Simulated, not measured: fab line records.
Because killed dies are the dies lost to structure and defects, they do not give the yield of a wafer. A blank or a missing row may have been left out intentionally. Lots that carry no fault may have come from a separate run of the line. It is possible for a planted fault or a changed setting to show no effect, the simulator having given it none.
Struck lot and sound lot, side by side | flow gf180mcu | 26 steps out of a route of 602
Sound: the wafers L358.2, L358.3, L358.6. Struck: wafers L350.2, L350.4, L350.5. The cause comes at the end.
Order at every step that has rows: each side's tool, ch and its chambers, its first start. Under that, the readings that differ: sound wafers | struck wafers | difference of the means | sigmas: that difference in standard deviations of wafers without a fault.
alike: readings with means less than 2 such deviations apart, plus words and numbers identical on both sides. not compared: withheld readings, readings lacking a value on some wafer, bounds such as >300 that could conceal the same value, and numbers that have no deviation in the record and whose values overlap.
The two part at a step that has a row with sigmas, a row that says differs or no value, or rows on one side only. Numbers that don't overlap but have no deviation are shown without sigmas and don't part them. Lack of a reading on every wafer of one side parts them only where that side has two or more wafers.

first, 6 steps without rows for these wafers: GF_TOP_METAL_HMDS_08 (prime time 60 s); GF_TOP_METAL_COAT_09 (resist thk 1500 nm); GF_TOP_METAL_SOFTBAKE_10 (time 60 s); GF_TOP_METAL_EXPOSE_11 (exposes mask MetalTop, target cd 440 nm); GF_TOP_METAL_PEB_12; GF_TOP_METAL_DEVELOP_13 (develop time 60 s).
GF_TOP_METAL_CD_MEAS_14: target cd 440 nm.
  sound on cd-sem-02, day 34 00:10; struck on cd-sem-02, day 32 02:20
  alike: cd-nm
GF_TOP_METAL_OVL_MEAS_15:
  sound on overlay-02, day 34 00:16; struck on overlay-02, day 32 02:26
  alike: TOP_METAL_OVL
GF_TOP_METAL_METAL_ETCH_16: etches the open film in Cl2/BCl3, stops on SiO2, target depth 1077.5 nm, time 179.6 s.
  sound on rie-metal-03 ch 0,1, day 34 00:18; struck on rie-metal-01 ch 0, day 32 02:28
  alike: drypump-motor-current-A, oes-product-au, throttle-valve-pct
  not compared: rf-hours-counter-h
GF_TOP_METAL_STRIP_17: strips in O2/N2.
  sound on plasma-asher-01 ch 1, day 34 00:28; struck on plasma-asher-04 ch 1, day 32 02:38
  reading                     | sound       | struck      | difference | sigmas
  drypump-motor-current-A (A) | 6.1 6.1 6.1 | 5.2 5.2 5.2 | -0.9       | -2
  alike: heater-power-w, oes-product-au, strip-time-to-endpoint-s
  not compared: rf-hours-counter-h
then, 2 steps without rows for these wafers: GF_TOP_METAL_STRIP_18 (strips in post etch residue remover, time 1200 s); GF_TOP_METAL_CLEAN_19 (cleans in DIW).
GF_PASSIVATION_CVD_00: deposits SiO2 from TEOS, target thk 1000 nm, time 111.95 s.
  sound on pecvd-01 ch 0,2, day 34 01:01; struck on pecvd-04 ch 0,1,2, day 32 03:11
  reading                                      | sound             | struck            | difference | sigmas
  heater-power-w (W)                           | 637 519 582       | 992 794 701       | +250       | +2
  rf-fwd-power-W (W)                           | 593.9 596.6 595.1 | 498.9 505.2 503.7 | -92.6      | -44
  model.SiO2_of_PASSIVATION_CVD_00.thk-nm (nm) | 984 998.9 995.6   | 942.2 963.7 960.3 | -37.4      |
  not compared: since-wet-clean-h
GF_PASSIVATION_THK_MEAS_01:
  sound on film-metro-01, day 34 01:08; struck on film-metro-02, day 32 03:16
  reading                     | sound       | struck      | difference | sigmas
  PASSIVATION_CVD_00_THK (nm) | 984 999 996 | 941 964 961 | -38        | -3
GF_PASSIVATION_CVD_02: deposits Si3N4, target thk 700 nm, time 486.18 s.
  sound on pecvd-04 ch 0,2, day 34 01:11; struck on pecvd-01 ch 0,1, day 32 03:19
  reading            | sound             | struck            | difference | sigmas
  rf-fwd-power-W (W) | 452.3 449.8 452.8 | 449.7 448.2 447.1 | -3.3       | -2
  alike: heater-power-w
  not compared: since-wet-clean-h
GF_PASSIVATION_THK_MEAS_03:
  sound on film-metro-02, day 34 01:29; struck on film-metro-01, day 32 03:37
  alike: PASSIVATION_CVD_02_THK
then, 7 steps without rows for these wafers: GF_PASSIVATION_DEHYDRATE_04 (time 60 s); GF_PASSIVATION_HMDS_05 (prime time 60 s); GF_PASSIVATION_COAT_06 (resist thk 4000 nm); GF_PASSIVATION_SOFTBAKE_07; GF_PASSIVATION_EXPOSE_08 (exposes mask Pad, target cd 40000 nm); GF_PASSIVATION_PEB_09; GF_PASSIVATION_DEVELOP_10 (develop time 60 s).
GF_PASSIVATION_ETCH_11: etches the open film in CF4/O2, stops on TiN, target depth 1800 nm, time 400 s.
  sound on rie-diel-04 ch 2,3, day 34 15:41; struck on rie-diel-03 ch 0,2,3, day 32 19:43
  reading                                 | sound             | struck            | difference | sigmas
  oes-product-au (a.u.)                   | 0.960 0.978 0.964 | 0.938 0.942 0.955 | -0.022     | -3
  model.PASSIVATION.feature-depth-nm (nm) | 1677 1690 1697    | 1626 1652 1655    | -44        |
  model.etch.depth-nm (nm)                | 1677 1690 1697    | 1626 1652 1655    | -44        |
  alike: drypump-motor-current-A, throttle-valve-pct
  not compared: rf-hours-counter-h
GF_PASSIVATION_STRIP_12: strips in O2/N2.
  sound on plasma-asher-01 ch 0,1, day 34 15:55; struck on plasma-asher-04 ch 0,1, day 32 19:58
  alike: drypump-motor-current-A, heater-power-w, oes-product-au, strip-time-to-endpoint-s
  not compared: rf-hours-counter-h
GF_PASSIVATION_PROBE_99:
  only the struck wafers here have rows in the record (prober-02, day 32 22:05); the sound ones have none

== WHERE THEY PART ==
Last at GF_PASSIVATION_PROBE_99 as far as this record goes, first at GF_TOP_METAL_STRIP_17.

WHY: what had been put in by the simulator
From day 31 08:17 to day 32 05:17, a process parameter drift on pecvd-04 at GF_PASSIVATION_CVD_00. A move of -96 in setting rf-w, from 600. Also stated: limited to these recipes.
